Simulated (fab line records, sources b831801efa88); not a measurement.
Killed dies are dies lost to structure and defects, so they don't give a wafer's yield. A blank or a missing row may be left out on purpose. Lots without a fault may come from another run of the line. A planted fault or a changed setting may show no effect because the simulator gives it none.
Chamber matching | flow sky130 | SKY_VIA3_ETCH_15 on rie_diel-01: 4 sister chambers
The step etches SiO2 in C4F8/O2/Ar, stops on TiN, target depth 507 nm, time 78 s. 4 wafers are shown with their chamber, then 11 later ones without.

WAFERS WITH THEIR CHAMBER
wafer  | chamber | oes_product_au (a.u.)
L087.3 | 2       | 0.945
L091.2 | 1       | 0.946
L091.5 | 0       | 0.948
L093.3 | 3       | 0.950

WAFERS WITHOUT THEIR CHAMBER
wafer  | oes_product_au (a.u.)
L093.5 | 0.946
L093.6 | 0.954
L095.2 | 0.948
L095.3 | 0.943
L095.4 | 0.945
L097.1 | 0.951
L097.2 | 0.954
L097.3 | 0.939
L097.4 | 0.955
L097.5 | 0.946
L097.6 | 0.948

WHICH CHAMBER EACH WENT THROUGH
wafer  | from the rows above               | in truth
L093.5 | can't be placed: 1 or 2 or 0 or 3 | 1
L093.6 | can't be placed: 3 or 0 or 1 or 2 | 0
L095.2 | can't be placed: 0 or 1 or 3 or 2 | 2
L095.3 | can't be placed: 2 or 1 or 0 or 3 | 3
L095.4 | can't be placed: 2 or 1 or 0 or 3 | 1
L097.1 | can't be placed: 3 or 0 or 1 or 2 | 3
L097.2 | can't be placed: 3 or 0 or 1 or 2 | 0
L097.3 | can't be placed: 2 or 1 or 0 or 3 | 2
L097.4 | can't be placed: 3 or 0 or 1 or 2 | 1
L097.5 | can't be placed: 1 or 2 or 0 or 3 | 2
L097.6 | can't be placed: 0 or 1 or 3 or 2 | 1
Placed correctly: 0 of 11. Can't be placed from these rows: 11 (the true chamber is among the candidates in 11). Placed wrongly: 0.
How it was worked out, from the rows above alone: a wafer's distance from a chamber is the root of the sum, over the readings, of the square of ((its reading less the chamber's mean) divided by the reading's scatter). The wafer belongs to the nearest chamber; if the next one is less than 2 further off, it can't be placed. A chamber's mean is the mean of its shown wafers. The scatter: with one shown wafer a chamber, the root of the mean of the squares of how far each hidden wafer lies from its nearest shown one.
